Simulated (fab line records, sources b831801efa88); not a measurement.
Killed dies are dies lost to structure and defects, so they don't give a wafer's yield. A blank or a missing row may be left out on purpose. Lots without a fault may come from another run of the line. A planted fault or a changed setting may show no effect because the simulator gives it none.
Problem report in the 8D (eight disciplines) form, filled by code | flow gf180mcu | the parts of the form that need people (team, actions taken, sign-off) are left out

1. THE PROBLEM
NWELL_TW at GF_NWELL_TW_MEAS_11 reads a mean of 1482 on 6 wafers of 2 lots; wafers without a fault read 1575 with a standard deviation of 12. That is -7.8 standard deviations from the usual mean.
First seen on wafer L747.1, day 7 18:35, on film_metro-01. The record holds 36 wafers of 12 lots with a number at this step. Rule for "out", or "out of limits": more than 4 standard deviations from the usual mean. The other wafers with a number count as sound.

2. WHAT IT IS AND WHAT IT IS NOT
question                    | is                     | is not
which readings at this step | NWELL_TW               | -
which lots                  | L747, L748             | L730, L733, L734, L736, L737, L738, L741, L749, L750, L751
which wafers of those lots  | all that have a number | -
read on which gauges        | film_metro-01          | film_metro-03, film_metro-04
when                        | from day 7 18:35       | up to then (21 sound wafers); but 9 sound wafers of L749, L750, L751 came after

3. SUSPECTS, AND WHAT RULES EACH OUT
Counting: a tool at a process step up to the reading stays a suspect if it ran every lot that is out and no sound lot after the first of them.
- the gauge at GF_NWELL_TW_MEAS_11: ruled out. All the wafers that are out were read on film_metro-01, but those of them that GF_NWELL_IMPLANT_08 has rows for are out there too, on other tools.
- implanter-04 at GF_NWELL_IMPLANT_08: kept. It ran every lot that is out, first L747 (day 7 18:11), and no sound lot after that; its last sound lot up to then is L738 (day 5 15:08). Its own readings are out on those wafers: beam_on_s, faraday_current_uA.
Left after counting: implanter-04 at GF_NWELL_IMPLANT_08.

4. THE CAUSE (what the simulator had put in)
Process parameter drift: implanter-04, from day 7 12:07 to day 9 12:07, at GF_NWELL_IMPLANT_08. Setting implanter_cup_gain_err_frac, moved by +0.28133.
Counting left only this tool.

5. THE CHAIN OF EFFECTS, in route order
Each row: a reading whose mean over the struck wafers that have a number lies more than 3 standard deviations from the usual. Only readings for which the record gives a usual standard deviation are gone through. hours: the time from each lot's start at the first step in this table that gives one to its start at this step, as a median over the lots. sigmas: the change in usual standard deviations.
hours | step                     | reading            | usual        | on struck wafers | change | sigmas
0     | GF_NWELL_IMPLANT_08      | beam_on_s          | 10.00 s      | 7.75             | -2.25  | -11
0     | GF_NWELL_IMPLANT_08      | faraday_current_uA | 84.6         | 109.2            | +24.6  | +14
0     | GF_NWELL_TW_MEAS_11      | NWELL_TW           | 1575         | 1482             | -94    | -7.8
127   | GF_VT_IMPLANT_RS_MEAS_47 | NWELL_RS           | 488.0 ohm/sq | 557.0            | +69.0  | +53
The process steps in it:
- GF_NWELL_IMPLANT_08

6. WHAT WOULD HAVE CAUGHT IT SOONER
In this record the first reading out of limits at a measuring or inspecting step was taken at day 7 18:35, 6 hours after the fault began at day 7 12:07.
The tool's own readings at GF_NWELL_IMPLANT_08 were out on every struck wafer that the step has a row for (beam_on_s, faraday_current_uA): an alarm limit on them would have fired on the first of those.
Of the lots that are out (2), L748 began GF_NWELL_IMPLANT_08 on implanter-04 after day 7 18:35. A hold on the tool at that time would have spared it.
